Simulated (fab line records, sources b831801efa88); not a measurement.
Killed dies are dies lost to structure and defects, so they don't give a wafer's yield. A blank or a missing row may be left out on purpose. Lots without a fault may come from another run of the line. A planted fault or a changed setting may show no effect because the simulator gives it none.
fab line records | flow sky130 | part 2 of 2: steps 28 to 37 of 37
record lots=5 wafers=15 last_day=50
route steps=708 shown PWDE@52 NWELL@56 VT_ADJUST_HVTP@85
lots that met no fault: from a run of the same line without faults
start_h: hours from the record's first day to the start of the lot's first wafer shown | wait_h: hours since the lot's step before | " the same as in the row above | L1.1+2: a row that stands for several wafers | - no value, or no start given | * or withheld: withheld | < > ~ a bound
route shown NAME@n: a module of which the file shows steps, and the number in the route of the first | usual: mean/standard deviation of fault-free wafers | same: alike in all rows | chamber/n: place in a boat | sites: the reading at each site | _std_site: their standard deviation | _edge_site: outer sites' mean less inner sites' | radius_mm: how far each site lies from the wafer's centre | mask NAME#n: copy n | behind: the tool/chamber that last shaped the wafer | hold: why the lot was held/for how many hours/how that ended | device: the transistor (n, p or np) that didn't switch | end of line: the same wafers' tests at the end of the route | a step without rows: its recipe alone | killed: dies lost to structure and defects at the first sort, not the wafer's yield | map: a wafer's dies, x killed, . not, _ none there
set.NAME: the setting as run; set.NAME@STEP: as run at that earlier step | model.NAME: the simulator's own value behind a step, which no gauge read
lots at some steps of the route; a table a step, a row a wafer
services: from which hour (start_h, from the record's first day; less than 0 if before it) a tool's chamber was out of use, for how many hours, and why
## steps
# step SKY_NWELL_TW_MEAS_26
# usual NWELL_2_TW=496/7
# columns lot.wafer tool chamber start_h wait_h NWELL_2_TW
L079.1 film_metro-04 - 132.72 0.1 488
L079.5 " - " " 486
L079.6 " - " " 487
L078.1 film_metro-04 - 133.26 0.1 487
L078.2 " - " " 486
L078.4 " - " " 485
L085.1 film_metro-04 - 170.62 0.1 487
L085.2 " - " " 488
L085.6 " - " " 488
L094.3 film_metro-02 - 224.00 0.1 497
L094.4 " - " " 500
L094.6 " - " " 500
L097.3 film_metro-03 - 251.95 0.1 501
L097.4 " - " " 502
L097.6 " - " " 500
# step SKY_NWELL_CLEAN_27
# recipe chemistry=SC1/SC2 mix=1:4:20 temp_c=70 time_s=150 dry=n2_spin
# usual bath_heat_duty_pct=14.4/1.7
# columns lot.wafer tool chamber start_h wait_h bath_heat_duty_pct
L079.1 wet_bench-03 0 132.78 0.1 15.9
L079.5 " 0 " " 15.9
L079.6 " 0 " " 17.1
L078.1 wet_bench-01 2 133.32 0.1 12.4
L078.2 " 2 " " 14.8
L078.4 " 2 " " 14.1
L085.1 wet_bench-03 1 170.68 0.1 15.2
L085.2 " 1 " " 14.4
L085.6 " 1 " " 14.0
L094.3 wet_bench-01 3 224.04 0.0 17.2
L094.4 " 3 " " 17.3
L094.6 " 3 " " 17.9
L097.3 wet_bench-04 3 251.99 0.0 13.1
L097.4 " 3 " " 13.6
L097.6 " 3 " " 13.4
# step SKY_NWELL_RTA_28
# recipe temp_c=1050 time_s=30 idle_temp_c=650 ramp_up_c_per_s=150 ramp_down_c_per_s=90 ambient=N2
# usual lamp_power_pct=25.30/0.055 ramp_up_c_per_s=150.00/0.027 wafer_temp_C_max=1054.8/0.96
# columns lot.wafer tool chamber start_h wait_h lamp_power_pct ramp_up_c_per_s wafer_temp_C_max
L079.1 rtp_anneal-02 0 132.83 0.0 25.37 150.00 1054.8
L079.5 " 0 " " 25.21 149.95 1054.5
L079.6 " 0 " " 25.27 150.02 1053.5
L078.1 rtp_anneal-01 0 133.37 0.0 25.33 149.98 1054.0
L078.2 " 0 " " 25.22 150.05 1056.3
L078.4 " 0 " " 25.25 150.01 1054.3
L085.1 rtp_anneal-02 0 170.73 0.0 25.35 149.99 1055.4
L085.2 " 0 " " 25.39 150.00 1055.0
L085.6 " 0 " " 25.26 150.04 1054.9
L094.3 rtp_anneal-01 0 224.13 0.0 25.26 150.02 1054.1
L094.4 " 0 " " 25.34 150.00 1054.9
L094.6 " 0 " " 25.36 149.99 1054.7
L097.3 rtp_anneal-02 0 252.07 0.0 25.32 150.00 1053.2
L097.4 " 0 " " 25.32 149.99 1056.6
L097.6 " 0 " " 25.25 150.02 1053.9
# step SKY_NWELL_RS_MEAS_29
# recipe thk_meas_gauge=four-point-probe
# usual NWELL_RS=619.3/1.3
# columns lot.wafer tool chamber start_h wait_h NWELL_RS[ohm/sq]
L079.1 film_metro-02 - 132.93 0.1 619.6
L079.5 " - " " 619.5
L079.6 " - " " 620.5
L078.1 film_metro-02 - 133.47 0.1 619.3
L078.2 " - " " 618.5
L078.4 " - " " 618.8
L085.1 film_metro-02 - 170.94 0.2 620.9
L085.2 " - " " 617.7
L085.6 " - " " 620.6
L094.3 film_metro-03 - 224.23 0.1 617.3
L094.4 " - " " 618.5
L094.6 " - " " 617.8
L097.3 film_metro-02 - 252.18 0.1 618.4
L097.4 " - " " 619.7
L097.6 " - " " 618.3
# step SKY_NWELL_RS_MEAS_31
# recipe thk_meas_gauge=four-point-probe
# usual PWDE_RS=5283/16
# columns lot.wafer tool chamber start_h wait_h PWDE_RS[ohm/sq]
L079.1 film_metro-02 - 133.17 0.1 5278
L079.5 " - " " 5275
L079.6 " - " " 5293
L078.1 film_metro-02 - 133.71 0.1 5282
L078.2 " - " " 5296
L078.4 " - " " 5297
L085.1 film_metro-02 - 171.18 0.1 5303
L085.2 " - " " 5291
L085.6 " - " " 5280
L094.3 film_metro-03 - 224.47 0.1 5266
L094.4 " - " " 5276
L094.6 " - " " 5287
L097.3 film_metro-02 - 252.42 0.1 5302
L097.4 " - " " 5296
L097.6 " - " " 5289
# step SKY_VT_ADJUST_HVTP_DEHYDRATE_00
# recipe temp_c=200 time_s=60
# usual exhaust_pa=44.8/0.87
# columns lot.wafer tool chamber start_h wait_h exhaust_pa
L079.1 litho_track-04 0 141.54 8.3 44.9
L079.5 " 0 " " 43.6
L079.6 " 0 " " 45.6
L078.1 litho_track-03 0 142.54 8.8 45.4
L078.2 " 0 " " 44.0
L078.4 " 0 " " 45.1
L085.1 litho_track-03 0 180.34 9.1 45.4
L085.2 " 0 " " 44.6
L085.6 " 0 " " 46.0
L094.3 litho_track-04 0 234.74 10.2 44.3
L094.4 " 0 " " 44.1
L094.6 " 0 " " 43.2
L097.3 litho_track-02 0 263.93 11.5 45.5
L097.4 " 0 " " 45.4
L097.6 " 0 " " 44.4
# step SKY_VT_ADJUST_HVTP_HMDS_01
# recipe prime_time_s=60 prime_temp_c=120
# usual exhaust_pa=44.9/0.9
# columns lot.wafer tool chamber start_h wait_h exhaust_pa
L079.1 litho_track-04 0 141.69 0.1 44.6
L079.5 " 0 " " 44.3
L079.6 " 0 " " 44.0
L078.1 litho_track-03 0 142.69 0.1 44.3
L078.2 " 0 " " 45.3
L078.4 " 0 " " 44.9
L085.1 litho_track-03 0 180.49 0.1 44.5
L085.2 " 0 " " 45.3
L085.6 " 0 " " 43.6
L094.3 litho_track-04 0 234.89 0.1 44.5
L094.4 " 0 " " 44.3
L094.6 " 0 " " 44.6
L097.3 litho_track-02 0 264.08 0.1 45.4
L097.4 " 0 " " 44.4
L097.6 " 0 " " 44.1
# step SKY_VT_ADJUST_HVTP_COAT_02
# recipe resist=NOVOLAK spin_rpm=3000 resist_thk_nm=1140
# usual exhaust_pa=45.0/0.89
# columns lot.wafer tool chamber start_h wait_h exhaust_pa
L079.1 litho_track-04 0 141.84 0.1 45.5
L079.5 " 0 " " 45.5
L079.6 " 0 " " 44.7
L078.1 litho_track-03 0 142.84 0.1 45.9
L078.2 " 0 " " 44.3
L078.4 " 0 " " 46.2
L085.1 litho_track-03 0 180.64 0.1 46.7
L085.2 " 0 " " 45.3
L085.6 " 0 " " 45.2
L094.3 litho_track-04 0 235.04 0.1 45.0
L094.4 " 0 " " 45.1
L094.6 " 0 " " 45.3
L097.3 litho_track-02 0 264.23 0.1 44.4
L097.4 " 0 " " 45.5
L097.6 " 0 " " 45.3
# step SKY_VT_ADJUST_HVTP_SOFTBAKE_03
# recipe temp_c=90 time_s=60 resist=NOVOLAK
# usual exhaust_pa=44.7/0.91
# columns lot.wafer tool chamber start_h wait_h exhaust_pa
L079.1 litho_track-04 0 141.99 0.1 44.2
L079.5 " 0 " " 44.7
L079.6 " 0 " " 43.9
L078.1 litho_track-03 0 142.99 0.1 46.2
L078.2 " 0 " " 45.4
L078.4 " 0 " " 46.7
L085.1 litho_track-03 0 180.79 0.1 43.2
L085.2 " 0 " " 43.4
L085.6 " 0 " " 42.9
L094.3 litho_track-04 0 235.19 0.1 45.2
L094.4 " 0 " " 47.0
L094.6 " 0 " " 45.5
L097.3 litho_track-02 0 264.38 0.1 44.5
L097.4 " 0 " " 44.0
L097.6 " 0 " " 44.6
# step SKY_VT_ADJUST_HVTP_EXPOSE_04
# recipe mask_id=HVTPM na=0.6 source_shape=conventional sigma_outer=0.6 polarization=unpolarized target_cd_nm=380 dose_mj=140
# usual focus_offset_nm=-0.1/0.54
# columns lot.wafer tool chamber start_h wait_h mask focus_offset_nm
L079.1 iline_stepper-01 0 - - HVTPM#0 -0.8
L079.5 " 0 " " HVTPM#0 -1.0
L079.6 " 0 " " HVTPM#0 -0.8
L078.1 iline_stepper-01 0 - - HVTPM#0 -0.4
L078.2 " 0 " " HVTPM#0 -0.3
L078.4 " 0 " " HVTPM#0 -0.2
L085.1 iline_stepper-01 0 - - HVTPM#0 0.0
L085.2 " 0 " " HVTPM#0 -0.1
L085.6 " 0 " " HVTPM#0 1.1
L094.3 iline_stepper-01 0 - - HVTPM#0 -0.2
L094.4 " 0 " " HVTPM#0 0.2
L094.6 " 0 " " HVTPM#0 0.5
L097.3 iline_stepper-02 0 - - HVTPM#0 -0.1
L097.4 " 0 " " HVTPM#0 0.0
L097.6 " 0 " " HVTPM#0 -0.4
## services
# columns tool chamber start_h hours kind
iline_stepper-02 - 76.44 0.5 repair
implanter-01 - 87.82 3.2 repair
implanter-01 - 96.88 1.0 repair
plasma_asher-04 - 100.58 1.7 repair
implanter-04 - 103.76 3.0 repair
plasma_asher-02 - 108.75 9.0 pm
rtp_anneal-02 - 112.56 3.3 pm
wet_bench-01 - 123.71 1.4 repair
implanter-02 - 133.24 5.7 pm
implanter-04 - 135.24 4.5 repair
implanter-03 - 168.81 1.9 repair
iline_stepper-02 - 173.62 1.3 repair
implanter-04 - 177.36 5.6 pm
iline_stepper-02 - 187.53 17.7 repair
wet_bench-03 - 205.11 1.2 repair
plasma_asher-04 - 211.79 39.8 pm
iline_stepper-02 - 216.49 1.7 pm
implanter-02 - 224.40 0.9 repair
plasma_asher-01 - 224.61 0.4 repair
implanter-03 - 230.36 0.6 repair
implanter-02 - 230.48 0.9 repair
implanter-01 - 238.15 4.4 repair
plasma_asher-01 - 253.28 0.7 repair
plasma_asher-01 - 261.76 4.7 repair
